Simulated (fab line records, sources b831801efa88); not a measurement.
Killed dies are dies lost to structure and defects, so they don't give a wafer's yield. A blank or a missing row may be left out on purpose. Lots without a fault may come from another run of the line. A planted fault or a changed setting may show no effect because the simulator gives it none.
A struck lot beside a sound one | flow gf180mcu | 15 steps out of a route of 602
Sound: wafers L558.3, L558.4, L558.6. Struck: wafers L554.2, L554.5, L554.6. The cause comes at the end.
At each step with rows: each side's tool, then ch and its chambers, then its first start. Under that, the readings that differ: sound wafers | struck wafers | difference of the means | sigmas: that difference in standard deviations of wafers without a fault.
alike: readings whose means differ by less than 2 such deviations, and words and numbers that are the same on both sides. not compared: withheld readings, readings that some wafer has no value for, bounds like >300 that may hide the same value, and numbers for which the record gives no deviation and whose values overlap.
The two part at a step that has a row with sigmas, a row that says differs or no value, or rows on one side only. Numbers that don't overlap but have no deviation are shown without sigmas and don't part them. A reading that every wafer of one side lacks parts them only if that side has two wafers or more.

first, 1 step without rows for these wafers: GF_TOP_METAL_CLEAN_19 (cleans in DIW).
GF_PASSIVATION_CVD_00: deposits SiO2 from TEOS, target thk 1000 nm, time 111.95 s.
  sound on pecvd-03 ch 0,1,2, day 31 15:25; struck on pecvd-02 ch 0,1,2, day 30 06:01
  alike: heater_power_w, susceptor_temp_C
GF_PASSIVATION_THK_MEAS_01:
  sound on film_metro-03, day 31 15:31; struck on film_metro-03, day 30 06:06
  alike: PASSIVATION_CVD_00_THK
GF_PASSIVATION_CVD_02: deposits Si3N4, target thk 700 nm, time 486.18 s.
  sound on pecvd-02 ch 0,2, day 31 15:33; struck on pecvd-03 ch 1,2, day 30 06:09
  alike: heater_power_w, susceptor_temp_C
GF_PASSIVATION_THK_MEAS_03:
  sound on film_metro-02, day 31 15:52; struck on film_metro-02, day 30 06:26
  alike: PASSIVATION_CVD_02_THK
then, 7 steps without rows for these wafers: GF_PASSIVATION_DEHYDRATE_04 (time 60 s); GF_PASSIVATION_HMDS_05 (prime time 60 s); GF_PASSIVATION_COAT_06 (resist thk 4000 nm); GF_PASSIVATION_SOFTBAKE_07; GF_PASSIVATION_EXPOSE_08 (exposes mask Pad, target cd 40000 nm); GF_PASSIVATION_PEB_09; GF_PASSIVATION_DEVELOP_10 (develop time 60 s).
GF_PASSIVATION_ETCH_11: etches the open film in CF4/O2, stops on TiN, target depth 2040 nm, time 453.3 s.
  sound on rie_diel-03 ch 0,1,3, day 32 08:33; struck on rie_diel-02 ch 0,1,2, day 30 23:55
  reading                                       | sound             | struck            | difference | sigmas
  oes_product_au (a.u.)                         | 0.988 0.993 0.990 | 0.839 0.845 0.834 | -0.151     | -30
  throttle_valve_pct (%)                        | 5.962 5.981 5.958 | 5.917 5.935 5.923 | -0.042     | -5
  model.coat_of_PASSIVATION_COAT_06.thk_nm (nm) | 2632 2614 2618    | 3003 2985 2986    | +370       |
  alike: bias_w, drypump_motor_current_A
  not compared: rf_hours_counter_h
GF_PASSIVATION_STRIP_12: strips in O2/N2.
  sound on plasma_asher-02 ch 0,1, day 32 08:51; struck on plasma_asher-04 ch 0,1, day 31 00:11
  reading                      | sound             | struck            | difference | sigmas
  strip_time_to_endpoint_s (s) | 32.87 32.63 32.69 | 37.09 36.88 36.90 | +4.23      | +25
  alike: drypump_motor_current_A, heater_power_w, oes_product_au
  not compared: rf_hours_counter_h
then, 1 step without rows for these wafers: GF_PASSIVATION_ANNEAL_13 (time 1800 s).

WHERE THEY PART
First at GF_PASSIVATION_ETCH_11; last, within this record, at GF_PASSIVATION_STRIP_12.

WHY: what the simulator had put in
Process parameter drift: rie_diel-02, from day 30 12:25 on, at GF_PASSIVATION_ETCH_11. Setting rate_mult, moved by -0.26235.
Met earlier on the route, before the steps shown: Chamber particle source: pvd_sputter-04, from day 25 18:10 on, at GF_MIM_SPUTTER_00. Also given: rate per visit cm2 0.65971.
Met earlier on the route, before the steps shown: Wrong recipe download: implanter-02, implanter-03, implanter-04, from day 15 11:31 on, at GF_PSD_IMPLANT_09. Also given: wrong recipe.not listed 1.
